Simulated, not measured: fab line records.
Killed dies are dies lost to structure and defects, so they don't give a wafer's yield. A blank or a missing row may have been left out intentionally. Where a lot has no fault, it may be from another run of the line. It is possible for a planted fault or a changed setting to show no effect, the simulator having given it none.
Which tool is to blame? ; flow gf180mcu ; 12 lots with 36 wafers sampled at 4 steps, on a route of 602 steps

## WHAT THE GAUGES READ, wafer by wafer
GF_M2_OVL_MEAS_15. Usual: M2_OVL typically reads -2 nm, with standard deviation 6.4.
lot;measured;on;M2_OVL (nm);flag
L597;day 19 06:38;overlay-01;-3 -7 -10;
L598;day 19 16:19;overlay-02;1 -4 -1;
L599;day 19 22:59;overlay-02;1 -4 -4;
L600;day 20 15:43;overlay-02;-1 -2 -2;
L601;day 20 21:07;overlay-01;9 3 4;
L602;day 21 08:07;overlay-02;-2 2 3;
L609;day 23 17:08;overlay-02;-11 -7 -11;
L610;day 24 00:31;overlay-01;-12 -10 -12;
L613;day 24 23:52;overlay-01;3 10 8;
L617;day 26 06:16;overlay-01;-7 0 0;
L619;day 26 19:07;overlay-02;2 2 -2;
L620;day 27 02:04;overlay-02;5 -7 -6;

## EACH LOT AND THE TOOL THAT RAN IT (in order: tool; ch and the chambers of the sampled wafers; start)
lot;GF_V1_EXPOSE_11;GF_V1_PEB_12;GF_M2_SPUTTER_02
L597;krf scanner-01 ch 0, day 17 17:23;litho track-01 ch 0, day 18 06:18 or earlier;pvd sputter-03, day 18 06:18
L598;krf scanner-02 ch 0, day 18 02:49;litho track-01 ch 0, day 18 16:08 or earlier;pvd sputter-04, day 18 16:08
L599;krf scanner-02 ch 0, day 18 08:23;litho track-03 ch 0, day 18 22:21 or earlier;pvd sputter-03, day 18 22:21
L600;krf scanner-01 ch 0, day 19 00:59;litho track-03 ch 0, day 19 15:03 or earlier;pvd sputter-02, day 19 15:03
L601;krf scanner-01 ch 0, day 19 05:42;litho track-01 ch 0, day 19 19:53 or earlier;pvd sputter-04, day 19 19:53
L602;krf scanner-01 ch 0, day 19 19:04;litho track-01 ch 0, day 20 08:11 or earlier;pvd sputter-03, day 20 08:11
L609;krf scanner-02 ch 0, day 22 05:55;litho track-04 ch 0, day 22 18:08 or earlier;pvd sputter-03, day 22 18:08
L610;krf scanner-02 ch 0, day 22 13:13;litho track-03 ch 0, day 23 02:11 or earlier;pvd sputter-03, day 23 02:11
L613;krf scanner-01 ch 0, day 23 13:40;litho track-03 ch 0, day 24 01:24 or earlier;pvd sputter-04, day 24 01:24
L617;krf scanner-01 ch 0, day 24 20:41;litho track-03 ch 0, day 25 08:38 or earlier;pvd sputter-04, day 25 08:38
L619;krf scanner-01 ch 0, day 25 10:43;litho track-03 ch 0, day 25 22:58 or earlier;pvd sputter-02, day 25 22:58
L620;krf scanner-01 ch 0, day 25 18:15;litho track-03 ch 0, day 26 05:29 or earlier;pvd sputter-03, day 26 05:29
- GF_V1_EXPOSE_11: exposes mask Via1, target cd 260 nm.
- GF_V1_PEB_12: peb time 92.08 s.
- GF_M2_SPUTTER_02: material AlCu, target thk 450 nm, time 23.9 s.

## WHAT THE TOOLS THEMSELVES READ (means of the sampled wafers that have a number; where no wafer has one, the mark that the record gives instead)
GF_V1_EXPOSE_11. Usual: 37.82 for exposure dose mJ cm2, sd 0.036.
lot;tool;exposure dose mJ cm2;flag
L597;krf scanner-01;37.81;
L598;krf scanner-02;37.83;
L599;krf scanner-02;37.83;
L600;krf scanner-01;37.82;
L601;krf scanner-01;37.85;
L602;krf scanner-01;37.77;
L609;krf scanner-02;37.18;OFF
L610;krf scanner-02;37.11;OFF
L613;krf scanner-01;37.81;
L617;krf scanner-01;37.79;
L619;krf scanner-01;37.83;
L620;krf scanner-01;37.85;

GF_V1_PEB_12. Usual: plate sensor t centre C 136.13 C, standard deviation 0.0098; plate sensor t edge C 136.29 C, standard deviation 0.0098.
lot;tool;plate sensor t centre C (C);plate sensor t edge C (C);flag
L597;litho track-01;136.13;136.29;
L598;litho track-01;136.12;136.29;
L599;litho track-03;136.13;136.29;
L600;litho track-03;136.14;136.31;
L601;litho track-01;136.13;136.30;
L602;litho track-01;136.13;136.29;
L609;litho track-04;136.13;136.29;
L610;litho track-03;136.13;136.30;
L613;litho track-03;136.13;136.30;
L617;litho track-03;136.14;136.30;
L619;litho track-03;136.12;136.29;
L620;litho track-03;136.13;136.29;

GF_M2_SPUTTER_02. Usual: chamber pressure pa 0.3999 Pa, standard deviation 0.00077; throttle valve pct 30.3 %, standard deviation 1.6.
lot;tool;chamber pressure pa (Pa);throttle valve pct (%);flag
L597;pvd sputter-03;0.3998;31.4;
L598;pvd sputter-04;0.4006;30.9;
L599;pvd sputter-03;0.4004;30.8;
L600;pvd sputter-02;0.3995;29.7;
L601;pvd sputter-04;0.4006;31.8;
L602;pvd sputter-03;0.3996;31.5;
L609;pvd sputter-03;0.3993;30.0;
L610;pvd sputter-03;0.3999;30.1;
L613;pvd sputter-04;0.3995;29.6;
L617;pvd sputter-04;0.3997;31.1;
L619;pvd sputter-02;0.3991;29.5;
L620;pvd sputter-03;0.3993;31.0;

## THE ANSWER, worked out from the rows above alone
Rule: a lot counts as off when the mean over its wafers that have a number is more than 3 standard deviations away from the usual mean. Also off: a lot with no number at a reading for which 4 or more lots have one. Where the step has rows for the other lots, those lots are counted as sound. First the gauges in route order, then the tools' own readings, where a lot's mean is used as printed above. At the first step where some lot is off, the reading lying furthest off is the one used; lots without a number count as furthest.
Off at GF_V1_EXPOSE_11 (exposure dose mJ cm2): L609, L610.
If a tool, at that step or one of the process steps before it, ran each lot that is off and ran no sound lot following the first of them, it fits. One fits: krf scanner-02 at GF_V1_EXPOSE_11. A fault onset in the window from L599 (day 18 08:23, its last sound lot) to L609 (day 22 05:55, its first lot off) fits.
On the lots that are off, the tool's own readings at GF_V1_EXPOSE_11 differ by more than 5 times the standard deviation of the sound lots' means, which bears it out; exposure dose mJ cm2 reads 37.14 there versus 37.82 on the sound lots.

## WHAT THE SIMULATOR HAD PUT IN
Drift in process parameters on krf scanner-02 at GF_V1_EXPOSE_11, starting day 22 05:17. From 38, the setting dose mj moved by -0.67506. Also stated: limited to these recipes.
Shown lots that were struck: L609, L610. The same result came from the rule above.
